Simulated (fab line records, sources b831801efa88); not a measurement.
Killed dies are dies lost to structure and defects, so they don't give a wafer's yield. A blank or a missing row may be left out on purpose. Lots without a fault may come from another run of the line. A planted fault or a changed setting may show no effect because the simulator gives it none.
One fault seen from 2 desks | flow gf180mcu | each desk has only its own numbers; what lay behind them comes last

THE TOOL OWNER'S DESK: rtp_anneal-02
The tool's own readings at GF_SALICIDE_RTA_06 (time 30 s): means of the sampled wafers that have a number, for each lot that ran on this tool. A lot is out of limits, marked OUT, if its mean lies more than 4 standard deviations from the usual mean; the brackets give that distance.
Columns: A = chamber_o2_ppm at GF_SALICIDE_RTA_06, usual 2.001; B = lamp_power_pct at GF_SALICIDE_RTA_06, usual 6.34 %; C = wafer_temp_C_max at GF_SALICIDE_RTA_06, usual 531.9
lot  | first seen here | A                         | B    | C
L883 | day 18 13:31    | 302.027 (+99 or more) OUT | 6.29 | 531.8
L884 | day 19 00:51    | 302.003 (+99 or more) OUT | 6.28 | 532.0
L886 | day 19 22:09    | 301.987 (+99 or more) OUT | 6.28 | 531.9
L893 | day 22 04:59    | 1.999                     | 6.28 | 531.7
L895 | day 22 12:55    | 1.975                     | 6.29 | 531.6
This desk's finding: out of limits on L883, L884, L886; first on L883, day 18 13:31 (chamber_o2_ppm at GF_SALICIDE_RTA_06). In limits: L893, L895.

THE METROLOGY DESK
What the gauges read, lot by lot, whatever tool the lot ran on: means of the sampled wafers that have a number. A lot is out of limits, marked OUT, if its mean lies more than 4 standard deviations from the usual mean; the brackets give that distance.
Columns: A = cd_nm at GF_SAB_CD_MEAS_09, usual 419.6 nm; B = SAB_OVL at GF_SAB_OVL_MEAS_10, usual -0.4 nm; C = SALICIDE_TIN_RS at GF_SALICIDE_RS_MEAS_04, usual 16.57 ohm/sq; D = SALICIDE_TIN_THK at GF_SALICIDE_THK_MEAS_05, usual 19.59 nm
lot  | first seen here | A     | B    | C     | D
L883 | day 18 12:47    | 420.6 | -2.4 | 16.92 | 19.47
L884 | day 19 00:05    | 421.0 | -1.0 | 16.87 | 19.15
L886 | day 19 21:25    | 422.9 | -1.1 | 16.57 | 19.64
L890 | day 21 00:19    | 419.1 | -0.7 | 16.42 | 19.81
L892 | day 21 20:07    | 418.6 | 2.4  | 16.89 | 19.51
L893 | day 22 04:13    | 417.1 | 1.2  | 16.45 | 19.83
L895 | day 22 12:10    | 421.0 | -2.9 | 16.49 | 19.81
This desk's finding: nothing out of limits on any of the 7 lots.

PUT TOGETHER
The tool owner's desk could have raised an alarm at day 18 13:31, on L883, L884, L886.
The metrology desk saw nothing out of limits.
The metrology desk has L883, L884, L886 on record, within its limits.
Of the lots named, all ran GF_SALICIDE_RTA_06 on rtp_anneal-02.

WHAT THE SIMULATOR HAD PUT IN
Process parameter drift: rtp_anneal-02, from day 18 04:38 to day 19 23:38, at GF_SALICIDE_RTA_06. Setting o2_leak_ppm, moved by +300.
Lots struck among those shown: L883, L884, L886.
Hours from the fault's start to each desk's first reading out of limits: the tool owner's desk, 9.
